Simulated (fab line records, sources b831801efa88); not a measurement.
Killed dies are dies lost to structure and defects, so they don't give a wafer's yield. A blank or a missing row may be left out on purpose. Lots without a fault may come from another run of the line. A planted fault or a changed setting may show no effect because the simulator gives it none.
Tool commonality check | flow gf180mcu | 13 lots, 39 wafers sampled

WHY IT WAS OPENED
At GF_SALICIDE_RS_MEAS_04 the reading SALICIDE_TIN_RS is flagged on 2 of 13 lots. Wafers without a fault read 16.52 ohm/sq, standard deviation 0.26.
Rule: a lot is flagged when every wafer of it that has a number lies more than 4 standard deviations from that mean, or none has a number. The other lots count as sound.

lot  | measured     | on            | SALICIDE_TIN_RS (ohm/sq), wafer by wafer | flag
L102 | day 15 02:52 | film_metro-01 | 16.56 16.56 16.61                        |
L103 | day 15 06:45 | film_metro-04 | 16.68 16.77 16.81                        |
L104 | day 15 16:40 | film_metro-01 | 16.80 16.58 16.26                        |
L106 | day 16 09:50 | film_metro-02 | 16.42 16.44 16.16                        |
L108 | day 17 03:34 | film_metro-02 | 8.48 8.29 8.48                           | FLAGGED
L112 | day 19 01:43 | film_metro-02 | 8.41 8.46 8.51                           | FLAGGED
L115 | day 20 00:04 | film_metro-01 | 16.80 16.92 16.81                        |
L118 | day 20 23:19 | film_metro-04 | 16.71 16.88 16.74                        |
L117 | day 21 04:01 | film_metro-02 | 16.04 16.45 16.50                        |
L120 | day 21 12:29 | film_metro-02 | 16.63 16.73 16.84                        |
L122 | day 22 04:06 | film_metro-02 | 16.53 16.74 16.88                        |
L123 | day 23 00:20 | film_metro-01 | 16.68 16.59 16.39                        |
L125 | day 23 10:05 | film_metro-01 | 16.76 16.16 16.62                        |
The numbers of the flagged lots are 8.44 ohm/sq on average: -8.08 ohm/sq against the usual, or -31 standard deviations.

WHICH TOOL RAN EACH LOT
The record holds 1 process step before the reading, out of a route of 602 steps. In each cell: the tool, then ch and the chambers that the sampled wafers went through, then the start.
lot  | flag    | GF_SALICIDE_SPUTTER_02
L102 |         | pvd_sputter-04, day 15 02:48
L103 |         | pvd_sputter-01, day 15 06:41
L104 |         | pvd_sputter-01, day 15 16:37
L106 |         | pvd_sputter-02, day 16 09:44
L108 | FLAGGED | pvd_sputter-01, day 17 03:18
L112 | FLAGGED | pvd_sputter-01, day 19 01:28
L115 |         | pvd_sputter-04, day 19 23:59
L118 |         | pvd_sputter-02, day 20 23:13
L117 |         | pvd_sputter-04, day 21 03:57
L120 |         | pvd_sputter-04, day 21 12:24
L122 |         | pvd_sputter-02, day 22 04:02
L123 |         | pvd_sputter-01, day 23 00:16
L125 |         | pvd_sputter-04, day 23 09:59
What these steps do:
- GF_SALICIDE_SPUTTER_02: material Co, target thk 10 nm, time 20 s.
- GF_SALICIDE_RS_MEAS_04: measures by four-point-probe.

FLAGGED OVER TOTAL, TOOL BY TOOL (the gauges that took the reading come last)
step                   | tool           | lots run | flagged | share of the flagged lots | sound lots run after its first flagged lot
GF_SALICIDE_SPUTTER_02 | pvd_sputter-01 | 5        | 2       | all                       | 1 (L123)
GF_SALICIDE_SPUTTER_02 | pvd_sputter-02 | 3        | 0       | none                      | -
GF_SALICIDE_SPUTTER_02 | pvd_sputter-04 | 5        | 0       | none                      | -
GF_SALICIDE_RS_MEAS_04 | film_metro-01  | 5        | 0       | none                      | -
GF_SALICIDE_RS_MEAS_04 | film_metro-02  | 6        | 2       | all                       | 3 (L117,L120,L122)
GF_SALICIDE_RS_MEAS_04 | film_metro-04  | 2        | 0       | none                      | -

WHAT THE TABLE ALLOWS
2 rows of the table ran every flagged lot: pvd_sputter-01 at GF_SALICIDE_SPUTTER_02, film_metro-02 at GF_SALICIDE_RS_MEAS_04.
- pvd_sputter-01 at GF_SALICIDE_SPUTTER_02: 2 of its 5 lots flagged. Sound lots ran on it after the first flagged one (L123), which a lasting fault on the whole tool wouldn't allow.
- film_metro-02 at GF_SALICIDE_RS_MEAS_04: 2 of its 6 lots flagged. Sound lots ran on it after the first flagged one (L117, L120, L122), which a lasting fault on the whole tool wouldn't allow.
No row of the table ran every flagged lot and no sound lot after the first.

WHAT THE SIMULATOR HAD PUT IN
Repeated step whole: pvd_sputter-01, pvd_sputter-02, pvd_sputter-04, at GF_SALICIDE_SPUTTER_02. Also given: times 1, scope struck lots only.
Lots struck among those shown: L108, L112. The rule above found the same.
